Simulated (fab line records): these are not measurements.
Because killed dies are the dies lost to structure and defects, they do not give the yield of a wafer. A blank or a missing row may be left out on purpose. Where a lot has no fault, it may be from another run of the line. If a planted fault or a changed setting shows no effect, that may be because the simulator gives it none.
fab line records | flow sky130
record lots=7 wafers=19 last-day=50
route steps=708 shown METAL4@627 VIA4@639 PAD_OPEN@708
lots that met no fault: from a run of the same line without faults
start-h: start of the lot's first displayed wafer, in hours after the record's first day | wait-h: how many hours have passed since the lot's step before this one | " the same as in the row above | L1.1+2: several wafers, shown together as one row | - value missing, or start not given | * or withheld: withheld | < > ~ a bound
route shown NAME@n: NAME is a module with steps in the file, n the number in the route of the first one | usual: mean/standard deviation taken from wafers without a fault | same: alike in all rows | chamber/n: place in a boat | sites: each site's reading | _std_site: standard deviation of those values | _edge_site: mean of outer sites minus mean of inner sites | radius-mm: how far each site lies from the wafer's centre | mask NAME#n: copy n | behind: tool/chamber where the wafer was last shaped | hold: what put the lot on hold/how long, in hours/how the hold closed | device: which transistor (n, p or np) failed to switch | end of line: the same wafers' tests at the end of the route | a step given without rows: its recipe and nothing more | killed: not the wafer's yield, but the dies lost to structure and defects at the first sort | map: dies across one wafer; x = killed, . = not, _ = none there
set.NAME: the setting that was run; set.NAME@STEP: the one run at that earlier step | model.NAME: the simulator's own value behind a step, which no gauge read
lots at some steps of the route; a table a step, a row a wafer
services: from which hour (start-h, from the record's first day; less than 0 if before it) a tool's chamber was out of use, for how many hours, and why
## steps
# step SKY_METAL4_PEB_11
# recipe peb-temp-c=withheld peb-time-s=withheld resist=KrF-thick
# step SKY_METAL4_DEVELOP_12
# recipe develop-time-s=60 resist=KrF-thick dev-temp-c=21
# step SKY_METAL4_CD_MEAS_13
# recipe target-cd-nm=300
# usual cd-nm=300.0/1.6
# columns lot.wafer tool chamber start-h wait-h cd-nm
L196.1 cd-sem-02 - 1018.21 - 297.0
L196.5 " - " " 295.7
L196.6 " - " " 295.6
L198.2 cd-sem-02 - 1026.05 - 302.6
L198.3 " - " " 299.3
L198.6 " - " " 300.7
L210.5 cd-sem-02 - 1105.16 - 297.2
L210.6 " - " " 298.5
L212.1 cd-sem-02 - 1111.01 - 298.5
L212.3 " - " " 299.3
L212.4 " - " " 300.0
L211.1 cd-sem-01 - 1112.11 - 299.3
L211.2 " - " " 298.4
L213.3 cd-sem-02 - 1115.07 - 297.7
L213.4 " - " " 299.5
L213.6 " - " " 298.7
L214.1 cd-sem-01 - 1117.41 - 302.1
L214.4 " - " " 303.2
L214.6 " - " " 302.2
# step SKY_METAL4_OVL_MEAS_14
# usual METAL4_OVL=2/6.3
# columns lot.wafer tool chamber start-h wait-h METAL4_OVL[nm]
L196.1 overlay-01 - 1018.33 0.1 -1
L196.5 " - " " -5
L196.6 " - " " 8
L198.2 overlay-02 - 1026.15 0.1 -8
L198.3 " - " " 2
L198.6 " - " " 1
L210.5 overlay-02 - 1105.22 0.0 7
L210.6 " - " " 13
L212.1 overlay-01 - 1111.13 0.1 0
L212.3 " - " " -1
L212.4 " - " " 3
L211.1 overlay-02 - 1112.23 0.1 9
L211.2 " - " " 7
L213.3 overlay-01 - 1115.16 0.1 -2
L213.4 " - " " -4
L213.6 " - " " -2
L214.1 overlay-02 - 1117.53 0.1 4
L214.4 " - " " 1
L214.6 " - " " 2
# step SKY_METAL4_DESCUM_15
# recipe chemistry=O2 source-power-w=150 bias-power-w=0 pressure-mtorr=10 temp-c=40 time-s=8
# usual drypump-motor-current-A=5.8/0.54 oes-product-au=1.000/0.0099
# same time-s=8
# columns lot.wafer tool chamber start-h wait-h drypump-motor-current-A oes-product-au rf-hours-counter-h
L196.1 rie-metal-02 0 1018.36 0.0 5.7 1.004 13
L196.5 " 1 " " 6.2 1.013 -
L196.6 " 0 " " 5.7 1.006 -
L198.2 rie-metal-02 0 1026.18 0.0 5.7 1.010 13
L198.3 " 1 " " 6.2 0.999 -
L198.6 " 0 " " 5.7 1.003 -
L210.5 rie-metal-02 0 1105.26 0.0 5.7 1.000 -
L210.6 " 1 " " 6.2 1.003 -
L212.1 rie-metal-04 1 1111.17 0.0 5.4 1.004 23
L212.3 " 0 " " 5.0 1.014 -
L212.4 " 1 " " 5.4 1.004 -
L211.1 rie-metal-01 1 1112.26 0.0 6.2 0.995 22
L211.2 " 0 " " 6.4 1.004 24
L213.3 rie-metal-01 0 1115.20 0.0 6.4 1.000 -
L213.4 " 1 " " 6.2 0.996 -
L213.6 " 0 " " 6.4 0.995 -
L214.1 rie-metal-04 1 1117.57 0.0 5.4 0.999 23
L214.4 " 1 " " 5.3 0.995 -
L214.6 " 1 " " 5.4 1.000 -
# step SKY_METAL4_ETCH_16
# recipe chemistry=N2/H2 target=BARC ion-energy-ev=200 bias-w=100 pressure-mtorr=30 n2-flow-sccm=100 h2-flow-sccm=200 icp-w=500 stop-on=SiO2 time-s=88.2 target-depth-a=600
# usual drypump-motor-current-A=5.8/0.54 oes-product-au=0.626/0.0046 throttle-valve-pct=13.206/0.0097
# same time-s=88.2
# columns lot.wafer tool chamber start-h wait-h drypump-motor-current-A oes-product-au rf-hours-counter-h throttle-valve-pct
L196.1 rie-metal-02 0 1018.39 0.0 5.7 0.628 13 13.211
L196.5 " 1 " " 6.2 0.624 - 13.185
L196.6 " 0 " " 5.7 0.626 - 13.215
L198.2 rie-metal-02 0 1026.22 0.0 5.7 0.624 13 13.187
L198.3 " 1 " " 6.3 0.627 - 13.200
L198.6 " 0 " " 5.7 0.623 - 13.189
L210.5 rie-metal-02 0 1105.33 0.1 5.8 0.634 - 13.210
L210.6 " 1 " " 6.3 0.623 - 13.202
L212.1 rie-metal-04 1 1111.20 0.0 5.3 0.627 23 13.209
L212.3 " 0 " " 4.9 0.630 - 13.198
L212.4 " 1 " " 5.4 0.624 - 13.198
L211.1 rie-metal-01 1 1112.29 0.0 6.2 0.628 22 13.202
L211.2 " 0 " " 6.4 0.629 24 13.191
L213.3 rie-metal-01 0 1115.25 0.0 6.4 0.626 - 13.200
L213.4 " 1 " " 6.2 0.619 - 13.205
L213.6 " 0 " " 6.4 0.629 - 13.215
L214.1 rie-metal-04 1 1117.60 0.0 5.4 0.631 23 13.207
L214.4 " 1 " " 5.4 0.632 - 13.213
L214.6 " 1 " " 5.3 0.628 - 13.217
# step SKY_METAL4_ETCH_17
# recipe target=SiO2 stop-on=TiN chemistry=C4F8/O2/Ar source-w=1500 bias-w=1200 pressure-mtorr=40 c4f8-flow-sccm=withheld O2_flow_sccm=6 Ar_flow_sccm=300 time-s=3.9 target-depth-a=150
# usual oes-product-au=0.755/0.0073
# same time-s=3.9
# columns lot.wafer tool chamber start-h wait-h oes-product-au rf-hours-counter-h
L196.1 rie-diel-04 3 1018.49 0.1 0.755 10
L196.5 " 2 " " 0.756 -
L196.6 " 1 " " 0.750 -
L198.2 rie-diel-02 3 1026.31 0.1 0.745 21
L198.3 " 2 " " 0.743 18
L198.6 " 2 " " 0.752 -
L210.5 rie-diel-04 3 1105.37 0.0 0.756 -
L210.6 " 2 " " 0.758 -
L212.1 rie-diel-02 0 1111.30 0.1 0.751 16
L212.3 " 2 " " 0.754 22
L212.4 " 3 " " 0.749 24
L211.1 rie-diel-04 1 1112.39 0.1 0.746 14
L211.2 " 2 " " 0.756 19
L213.3 rie-diel-04 2 1115.31 0.0 0.743 20
L213.4 " 0 " " 0.759 -
L213.6 " 2 " " 0.756 -
L214.1 rie-diel-02 2 1117.70 0.1 0.766 22
L214.4 " 1 " " 0.757 19
L214.6 " 2 " " 0.758 -
# step SKY_METAL4_METAL_ETCH_18
# recipe target-depth-a=8450 stop-on=SiO2 over-etch-frac=0.3 time-s=183.1 chemistry=Cl2/BCl3 resist-sidewall-deg=88 pressure-mtorr=10 icp-w=900 bias-w=48.5 Cl2_flow_sccm=60 bcl3-flow-sccm=30
# step SKY_METAL4_STRIP_19
# recipe chemistry=O2/N2 power-w=1400 pressure-mtorr=1500 platen-temp-c=withheld o2-flow-sccm=3000 n2-flow-sccm=300 overash-fraction=0.5
# usual drypump-motor-current-A=5.8/0.59 oes-product-au=0.502/0.0052 strip-time-to-endpoint-s=6.54/0.085
# columns lot.wafer tool chamber start-h wait-h drypump-motor-current-A oes-product-au rf-hours-counter-h strip-time-to-endpoint-s
L196.1 plasma-asher-04 1 1018.69 0.1 5.2 0.493 122 6.34
L196.5 " 0 " " 6.2 0.501 - 6.49
L196.6 " 1 " " 5.2 0.487 - 6.31
L198.2 plasma-asher-01 0 1026.51 0.1 5.3 0.503 28 6.68
L198.3 " 1 " " 6.6 0.501 - 6.60
L198.6 " 1 " " 6.6 0.509 - 6.64
L210.5 plasma-asher-03 0 1105.63 0.1 5.2 0.509 - 6.58
L210.6 " 1 " " 6.6 0.495 - 6.41
L212.1 plasma-asher-04 1 1111.49 0.1 5.2 0.497 4 6.49
L212.3 " 1 " " 5.2 0.491 - 6.46
L212.4 " 0 " " 6.2 0.501 - 6.49
L211.1 plasma-asher-03 1 1112.59 0.1 6.5 0.499 98 6.43
L211.2 " 0 " " 5.2 0.495 98 6.56
L213.3 plasma-asher-03 0 1115.54 0.1 5.2 0.504 - 6.56
L213.4 " 1 " " 6.5 0.505 - 6.54
L213.6 " 0 " " 5.2 0.503 - 6.53
L214.1 plasma-asher-04 1 1117.89 0.1 5.1 0.510 5 6.70
L214.4 " 0 " " 6.2 0.506 - 6.69
L214.6 " 0 " " 6.2 0.504 - 6.56
# step SKY_METAL4_STRIP_20
# recipe chemistry=post-etch-residue-remover time-s=1200 temp-c=72.5
# step SKY_METAL4_CLEAN_21
# recipe chemistry=IPA time-s=180 temp-c=25
# step SKY_METAL4_CLEAN_22
# recipe chemistry=O3/DIW dry=n2-spin
# step SKY_VIA4_HDPCVD_00
# recipe material=SiO2 target-thk-nm=1750 sigma-open-frac=0.3 time-s=291.7 temp-c=400 sih4-flow-sccm=60 pressure-mtorr=6
# columns lot.wafer tool chamber start-h wait-h model.SiO2_of_VIA4_HDPCVD_00.thk-nm
L196.1 hdpcvd-01 0 1019.28 0.0 1729
L196.5+6 " 2,1 " " 1715
L198.2 hdpcvd-01 1 1027.25 0.0 1745
L198.3 " 2 " " 1744
L198.6 " 1 " " 1753
L210.5 hdpcvd-01 2 1106.31 0.1 3283
L210.6 " 0 " " 1748
L212.1 hdpcvd-01 1 1112.08 0.0 3288
L212.3 " 2 " " 1735
L212.4 " 1 " " 1728
L211.1 hdpcvd-01 1 1113.22 0.0 3292
L211.2 " 0 " " 1761
L213.3 hdpcvd-02 1 1116.10 0.0 1732
L213.4 " 1 " " 1734
L213.6 " 0 " " 1765
L214.1 hdpcvd-02 0 1118.53 0.0 1767
L214.4 " 0 " " 1746
L214.6 " 2 " " 1733
# step SKY_VIA4_THK_MEAS_01
# recipe reads=SiO2_of_VIA4_HDPCVD_00
# usual VIA4_HDPCVD_THK=1746/18
# columns lot.wafer tool chamber start-h wait-h VIA4_HDPCVD_THK[nm]
L196.1 film-metro-04 - 1019.46 0.1 1729
L196.5 " - " " 1716
L196.6 " - " " 1715
L198.2 film-metro-03 - 1027.44 0.1 1745
L198.3 " - " " 1744
L198.6 " - " " 1755
L210.5 film-metro-01 - 1106.44 0.0 3283
L210.6 " - " " 1748
L212.1 film-metro-03 - 1112.26 0.1 3289
L212.3 " - " " 1734
L212.4 " - " " 1729
L211.1 film-metro-04 - 1113.40 0.1 3292
L211.2 " - " " 1762
L213.3 film-metro-04 - 1116.30 0.1 1733
L213.4 " - " " 1736
L213.6 " - " " 1764
L214.1 film-metro-03 - 1118.71 0.1 1766
L214.4 " - " " 1747
L214.6 " - " " 1734
# step SKY_VIA4_CMP_02
# recipe material=SiO2 down-force-psi=4 platen-rpm=60 pad-velocity-m-s=0.94248
# usual motor-current-A=12.0/1
# columns lot.wafer tool chamber start-h wait-h motor-current-A
L196.1 cmp-02 3 1019.57 0.1 10.9
L196.5 " 2 " " 12.1
L196.6 " 3 " " 11.4
L198.3 cmp-01 0 1027.64 0.2 11.1
L198.2 " 1 " " 13.6
L198.6 " 0 " " 10.9
L210.6 cmp-01 0 1106.66 0.2 10.9
L210.5 " 1 " " 13.4
L212.3 cmp-02 0 1112.32 0.0 12.5
L212.1 " 1 " " 13.5
L212.4 " 3 " " 10.9
L211.1 cmp-02 0 1113.46 0.1 12.8
L211.2 " 2 " " 12.2
L213.3 cmp-02 2 1116.34 0.0 11.0
L213.4 " 0 " " 12.3
L213.6 " 3 " " 10.8
L214.4 cmp-02 2 1118.82 0.1 12.0
L214.1 " 3 " " 11.0
L214.6 " 1 " " 13.6
# step SKY_PAD_OPEN_PROBE_99
# usual defect-limited-yield=82.7/2.1 killed_at_M0_to_M3=43/7.2 killed_at_M4_up=3.3/1.8 killed-at-contacts=23/5.5 killed-at-front-end=16/5.1 killed-at-other=0.4/0.65 killed-dies=85/10 killed-on-rim=17/4.3 killed-open=46/7.1 killed-short=38/7.2 sort_bin_3_pad_short=0.9/0.41 sort_bin_5_function=10.2/1.5 sort_bin_6_memory=6.2/1.1 sort-n-pass=407/10 sort-yield-pct=82.7/2.1
# same gross-dies=492 killed-at-back-side=0 sort_bin_4_leakage[%]=0 sort_bin_8_speed[%]=0
# columns lot.wafer tool chamber start-h wait-h defect-limited-yield[%] killed_at_M0_to_M3 killed_at_M4_up killed-at-contacts killed-at-front-end killed-at-other killed-dies killed-on-rim killed-open killed-short sort_bin_3_pad_short[%] sort_bin_5_function[%] sort_bin_6_memory[%] sort-n-pass sort-yield-pct[%]
L196.1 prober-01 - 1109.72 0.1 80.3 53 2 18 23 1 97 27 50 47 1.4 11.4 6.9 395 80.3
L196.5 prober-01 - 1109.92 0.2 80.9 41 3 33 16 1 94 21 46 47 0.6 11.6 6.9 398 80.9
L196.6 prober-01 - 1109.97 0.2 84.6 32 4 23 17 0 76 14 41 33 1.0 8.5 5.9 416 84.6
L198.2 prober-02 - 1117.93 0.1 82.3 45 2 19 21 0 87 18 42 43 1.0 9.8 6.9 405 82.3
L198.3 prober-02 - 1117.98 0.2 85.0 45 2 16 11 0 74 13 45 29 0.2 8.1 6.7 418 85.0
L198.6 prober-02 - 1118.13 0.2 83.1 43 2 28 10 0 83 21 41 41 1.2 9.1 6.5 409 83.1
L210.5 prober-02 - 1183.25 0.2 84.3 39 5 20 13 0 77 14 40 37 0.4 10.2 5.1 415 84.3
L210.6 prober-02 - 1183.30 0.2 86.8 39 2 15 9 0 65 11 39 26 0.4 7.1 5.7 427 86.8
L212.1 prober-01 - 1187.45 0.1 81.7 36 9 25 20 0 90 17 41 48 1.8 9.8 6.7 402 81.7
L212.3 prober-01 - 1187.55 0.2 82.3 47 2 24 14 0 87 19 38 49 1.6 9.3 6.7 405 82.3
L212.4 prober-01 - 1187.60 0.2 85.8 38 4 15 13 0 70 12 40 30 1.2 7.9 5.1 422 85.8
L211.1 prober-02 - 1189.35 0.1 82.3 47 7 22 10 1 87 15 41 46 1.4 10.4 5.9 405 82.3
L211.2 prober-02 - 1189.40 0.1 81.9 50 2 21 16 0 89 19 56 32 0.8 8.9 8.3 403 81.9
L213.3 prober-01 - 1191.86 0.2 82.5 34 4 31 17 0 86 19 38 48 1.0 10.0 6.5 406 82.5
L213.4 prober-01 - 1191.91 0.2 83.9 26 1 38 14 0 79 17 47 32 0.6 8.9 6.5 413 83.9
L213.6 prober-01 - 1192.01 0.2 80.7 47 3 28 17 0 95 17 48 47 0.8 11.6 6.9 397 80.7
L214.1 prober-02 - 1193.13 0.1 80.3 47 2 19 29 0 97 25 47 49 0.6 11.0 8.1 395 80.3
L214.4 prober-02 - 1193.28 0.2 83.5 42 3 25 11 0 81 15 44 37 0.4 9.8 6.3 411 83.5
L214.6 prober-02 - 1193.38 0.2 87.0 37 1 16 10 0 64 15 38 25 0.4 7.3 5.3 428 87.0
# killed by level:class
L196.1 METAL2:geometric-particle:short=8 VIA1:geometric-particle:open=7 METAL1:geometric-particle:short=6 VIA2:geometric-particle:open=6 VIA3:geometric-particle:open=6 CONTACT:geometric-particle:open=5 FIELD_ISO:geometric-particle:short=5 POLY_GATE:geometric-particle:open=5
L196.5 CONTACT:geometric-particle:open=16 VIA2:geometric-particle:open=9 FIELD_ISO:geometric-particle:short=7 LI_CONTACT:geometric-particle:open=6 CONTACT:geometric-particle:short=6 VIA1:geometric-particle:short=6 VIA1:geometric-particle:open=6 VIA2:geometric-particle:short=6
L196.6 LI_CONTACT:geometric-particle:open=9 CONTACT:geometric-particle:open=8 METAL2:geometric-particle:short=7 VIA1:geometric-particle:open=6 FIELD_ISO:geometric-particle:short=4 CONTACT:geometric-particle:short=4 VIA2:geometric-particle:open=4 POLY_GATE:geometric-particle:open=3
L198.2 VIA1:geometric-particle:open=12 METAL3:geometric-particle:short=8 CONTACT:geometric-particle:open=7 VIA3:geometric-particle:open=7 METAL2:geometric-particle:short=5 POLY_GATE:geometric-particle:open=4 POLY_GATE:geometric-particle:short=4 LOCAL_INTERCONNECT:geometric-particle:short=4
L198.3 VIA1:geometric-particle:open=13 VIA3:geometric-particle:open=8 POLY_GATE:geometric-particle:open=6 CONTACT:geometric-particle:open=5 VIA1:geometric-particle:short=5 VIA2:geometric-particle:open=4 METAL1:geometric-particle:short=4 VIA3:geometric-particle:short=4
L198.6 VIA1:geometric-particle:open=8 VIA3:geometric-particle:open=7 CONTACT:geometric-particle:open=7 CONTACT:geometric-particle:short=6 LOCAL_INTERCONNECT:geometric-particle:short=6 VIA2:geometric-particle:open=6 LI_CONTACT:geometric-particle:open=5 LI_CONTACT:geometric-particle:short=4
L210.5 VIA1:geometric-particle:open=11 CONTACT:geometric-particle:open=6 METAL1:geometric-particle:short=6 VIA2:geometric-particle:open=6 POLY_GATE:geometric-particle:short=5 LI_CONTACT:geometric-particle:open=5 CONTACT:geometric-particle:short=5 VIA3:geometric-particle:short=4
L210.6 VIA1:geometric-particle:open=10 VIA2:geometric-particle:open=8 VIA3:geometric-particle:open=8 CONTACT:geometric-particle:open=5 POLY_GATE:geometric-particle:short=4 CONTACT:geometric-particle:short=4 METAL1:geometric-particle:short=4 VIA1:geometric-particle:short=4
L212.1 CONTACT:geometric-particle:open=9 VIA3:geometric-particle:open=8 METAL4:geometric-particle:short=8 POLY_GATE:geometric-particle:short=6 CONTACT:geometric-particle:short=5 LOCAL_INTERCONNECT:geometric-particle:short=4 POLY_GATE:geometric-particle:open=4 METAL3:geometric-particle:short=4
L212.3 CONTACT:geometric-particle:open=9 VIA1:geometric-particle:open=9 POLY_GATE:geometric-particle:short=7 METAL1:geometric-particle:short=7 VIA1:geometric-particle:short=6 VIA3:geometric-particle:open=6 LOCAL_INTERCONNECT:geometric-particle:short=5 METAL3:geometric-particle:short=5
L212.4 VIA1:geometric-particle:open=10 LI_CONTACT:geometric-particle:open=5 VIA3:geometric-particle:open=5 VIA1:geometric-particle:short=5 VIA2:geometric-particle:open=5 VIA3:geometric-particle:short=5 POLY_GATE:geometric-particle:open=4 CONTACT:geometric-particle:open=3
L211.1 METAL1:geometric-particle:short=11 CONTACT:geometric-particle:open=10 VIA1:geometric-particle:open=9 VIA3:geometric-particle:open=6 METAL2:geometric-particle:short=6 LOCAL_INTERCONNECT:geometric-particle:short=5 POLY_GATE:geometric-particle:short=4 VIA1:geometric-particle:short=4
L211.2 VIA1:geometric-particle:open=16 CONTACT:geometric-particle:open=8 VIA3:geometric-particle:open=8 VIA2:geometric-particle:open=7 POLY_GATE:geometric-particle:open=5 LI_CONTACT:geometric-particle:open=5 LOCAL_INTERCONNECT:geometric-particle:short=4 METAL1:geometric-particle:short=4
L213.3 CONTACT:geometric-particle:open=10 LI_CONTACT:geometric-particle:short=7 VIA3:geometric-particle:open=7 CONTACT:geometric-particle:short=6 METAL2:geometric-particle:short=6 POLY_GATE:geometric-particle:short=5 VIA1:geometric-particle:open=5 POLY_GATE:geometric-particle:open=4
L213.4 CONTACT:geometric-particle:open=15 LI_CONTACT:geometric-particle:open=12 POLY_GATE:geometric-particle:short=6 LOCAL_INTERCONNECT:geometric-particle:short=5 VIA1:geometric-particle:open=4 VIA1:geometric-particle:short=4 METAL2:geometric-particle:short=4 POLY_GATE:geometric-particle:open=3
L213.6 CONTACT:geometric-particle:open=10 VIA1:geometric-particle:open=10 METAL1:geometric-particle:short=9 POLY_GATE:geometric-particle:open=7 LI_CONTACT:geometric-particle:open=7 FIELD_ISO:geometric-particle:short=4 LI_CONTACT:geometric-particle:short=4 VIA3:geometric-particle:short=4
L214.1 FIELD_ISO:geometric-particle:short=10 METAL1:geometric-particle:short=8 FIELD_ISO:geometric-particle:open=7 CONTACT:geometric-particle:open=7 VIA1:geometric-particle:open=7 VIA2:geometric-particle:open=6 LOCAL_INTERCONNECT:geometric-particle:short=5 VIA1:geometric-particle:short=5
L214.4 CONTACT:geometric-particle:open=7 LI_CONTACT:geometric-particle:open=7 VIA1:geometric-particle:open=7 VIA2:geometric-particle:open=6 VIA3:geometric-particle:open=5 LOCAL_INTERCONNECT:geometric-particle:short=5 VIA3:geometric-particle:short=5 METAL1:geometric-particle:short=5
L214.6 VIA1:geometric-particle:open=11 CONTACT:geometric-particle:open=8 METAL1:geometric-particle:short=7 VIA2:geometric-particle:short=5 VIA2:geometric-particle:open=4 POLY_GATE:geometric-particle:open=3 LOCAL_INTERCONNECT:geometric-particle:short=3 CONTACT:geometric-particle:short=3
## services
# columns tool chamber start-h hours kind
rie-metal-04 - 997.15 2.8 pm
rie-diel-02 0 999.88 15.1 repair
cmp-01 - 1013.02 4.7 pm
rie-diel-04 0 1018.34 1.9 repair
rie-diel-02 - 1023.47 2.8 pm
cmp-02 - 1030.24 3.4 repair
plasma-asher-04 - 1055.25 9.0 pm
plasma-asher-04 0 1055.25 9.0 vent-cycle
plasma-asher-04 1 1055.25 9.0 vent-cycle
rie-diel-02 3 1062.14 5.6 repair
plasma-asher-04 0 1064.25 - clean
plasma-asher-04 1 1064.25 - clean
hdpcvd-02 - 1076.93 2.8 pm
rie-metal-01 0 1083.41 7.9 repair
cmp-01 - 1084.00 4.0 pm
cmp-01 - 1088.00 - consumable-replace:conditioner
cmp-01 - 1088.00 - consumable-replace:pad
hdpcvd-02 2 1096.87 8.1 repair
plasma-asher-04 - 1111.62 4.3 repair
rie-diel-04 3 1111.71 16.7 repair
cmp-01 - 1113.72 0.7 repair
## key
first-sign step=SKY_VIA4_THK_MEAS_01 reading=VIA4_HDPCVD_THK direction=up sigmas=87 usual=1746 struck=3288
effect none on later readings
model-effect step=SKY_VIA4_HDPCVD_00 value=SiO2_of_VIA4_HDPCVD_00.thk-nm without=1742 struck=3288
met-at SKY_VIA4_HDPCVD_00
struck-wafers L210.5,L211.1,L212.1
onset-between 1027.25 1106.31
fault kind=process-parameter-drift tool=hdpcvd-01 chamber=- onset-h=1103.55 steps=SKY_VIA4_HDPCVD_00 channel=target-thk-nm offset=1545.1 shape=step end-h=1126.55 scope=struck-wafers-only acts-in=these-recipes-only stated=1750
